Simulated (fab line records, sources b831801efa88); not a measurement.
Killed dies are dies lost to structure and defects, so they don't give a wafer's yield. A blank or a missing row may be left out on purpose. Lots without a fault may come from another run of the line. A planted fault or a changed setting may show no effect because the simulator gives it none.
Which tool did it? | flow sky130 | 13 lots, 39 wafers sampled, at 4 steps of a route of 708

WHAT THE GAUGES READ, wafer by wafer
SKY_VT_ADJUST_PCH_TW_MEAS_10. Usual: VT_ADJUST_PCH_TW 143.7, standard deviation 1.8.
lot  | measured     | on            | VT_ADJUST_PCH_TW  | flag
L744 | day 11 01:45 | film_metro-02 | 146.2 146.5 147.4 |
L745 | day 11 14:10 | film_metro-02 | 146.2 146.3 146.5 |
L746 | day 11 19:45 | film_metro-02 | 146.3 146.3 146.2 |
L750 | day 12 20:52 | film_metro-04 | 143.5 143.4 143.8 |
L751 | day 13 09:14 | film_metro-01 | 141.9 142.6 142.5 |
L752 | day 13 12:16 | film_metro-04 | 143.7 143.6 143.8 |
L753 | day 13 21:55 | film_metro-01 | 170.5 170.8 170.5 | OFF
L754 | day 14 03:29 | film_metro-02 | 176.1 175.2 174.1 | OFF
L755 | day 14 10:50 | film_metro-04 | 142.5 142.3 143.1 |
L758 | day 15 06:31 | film_metro-04 | 173.1 172.3 172.8 | OFF
L764 | day 17 03:25 | film_metro-04 | 143.3 142.3 143.0 |
L765 | day 17 20:42 | film_metro-01 | 141.1 141.5 141.4 |
L767 | day 18 10:37 | film_metro-02 | 144.8 144.9 145.4 |

SKY_CONTACT_THK_MEAS_26: measures by xrf. Usual: CONTACT_W_THK 326 nm, standard deviation 4.9.
lot  | measured     | on            | CONTACT_W_THK (nm) | flag
L744 | day 32 22:45 | film_metro-03 | 332 328 325        |
L745 | day 33 02:31 | film_metro-03 | 327 333 325        |
L746 | day 33 06:47 | film_metro-02 | 330 322 321        |
L750 | day 34 13:06 | film_metro-03 | 334 334 328        |
L751 | day 35 10:13 | film_metro-02 | 324 324 325        |
L752 | day 35 11:54 | film_metro-02 | 323 316 319        |
L753 | day 35 16:11 | film_metro-02 | 324 327 323        |
L754 | day 35 22:23 | film_metro-03 | 323 325 327        |
L755 | day 36 14:47 | film_metro-02 | 327 325 329        |
L758 | day 37 00:01 | film_metro-02 | 323 324 322        |
L764 | day 38 21:48 | film_metro-03 | 329 328 334        |
L765 | day 39 12:16 | film_metro-03 | 328 332 328        |
L767 | day 39 21:31 | film_metro-03 | 337 335 331        |

SKY_METAL2_OVL_MEAS_16. Usual: METAL2_OVL -1 nm, standard deviation 6.
lot  | measured     | on         | METAL2_OVL (nm) | flag
L744 | day 36 12:32 | overlay-01 | -3 -1 -2        |
L745 | day 36 16:36 | overlay-01 | 2 9 0           |
L746 | day 36 20:43 | overlay-02 | -1 -5 -9        |
L750 | day 38 00:55 | overlay-02 | 3 7 7           |
L751 | day 38 22:17 | overlay-02 | -6 -1 0         |
L752 | day 38 23:34 | overlay-02 | 5 2 0           |
L753 | day 39 02:25 | overlay-02 | 0 -1 -5         |
L754 | day 39 08:35 | overlay-01 | 2 6 4           |
L755 | day 40 00:46 | overlay-01 | -3 2 -4         |
L758 | day 40 10:50 | overlay-01 | 1 -7 5          |
L764 | day 42 03:51 | overlay-01 | -3 3 1          |
L765 | day 42 16:50 | overlay-01 | -1 -11 -2       |
L767 | day 43 04:10 | overlay-02 | 1 2 2           |

WHICH TOOL RAN EACH LOT (tool, then ch and the chambers of the sampled wafers, then the start)
lot  | SKY_VT_ADJUST_PCH_IMPLANT_08
L744 | implanter-01 ch 0, day 11 01:31
L745 | implanter-03 ch 0, day 11 13:57
L746 | implanter-02 ch 0, day 11 19:30
L750 | implanter-03 ch 0, day 12 20:38
L751 | implanter-02 ch 0, day 13 09:02
L752 | implanter-02 ch 0, day 13 12:02
L753 | implanter-03 ch 0, day 13 21:21
L754 | implanter-02 ch 0, day 14 02:56
L755 | implanter-02 ch 0, day 14 10:35
L758 | implanter-01 ch 0, day 15 05:58
L764 | implanter-03 ch 0, day 17 03:11
L765 | implanter-03 ch 0, day 17 20:27
L767 | implanter-02 ch 0, day 18 10:23
- SKY_VT_ADJUST_PCH_IMPLANT_08

WHAT THE TOOLS THEMSELVES READ (means of the sampled wafers that have a number; where no wafer has one, the mark that the record gives instead)
The record holds no such reading with a usual standard deviation.

THE ANSWER, worked out from the rows above alone
Rule: a lot is off if the mean of its wafers that have a number lies more than 3 standard deviations from the usual mean. A lot without any number at a reading at which 4 lots or more have one is off too. The other lots that the step has rows for count as sound. The gauges are gone through in route order, then the tools' own readings, and for those a lot's mean is taken as printed above. The first step at which some lot is off is used, and at that step the reading that is off furthest; a lot without a number counts as furthest.
Off: L753, L754, L758, at SKY_VT_ADJUST_PCH_TW_MEAS_10 (VT_ADJUST_PCH_TW).
A tool fits if, at a process step before that reading, it ran every lot that is off, and no sound lot after the first of them. The gauges at SKY_VT_ADJUST_PCH_TW_MEAS_10 are tried like those tools. None of those tried fits.

WHAT THE SIMULATOR HAD PUT IN
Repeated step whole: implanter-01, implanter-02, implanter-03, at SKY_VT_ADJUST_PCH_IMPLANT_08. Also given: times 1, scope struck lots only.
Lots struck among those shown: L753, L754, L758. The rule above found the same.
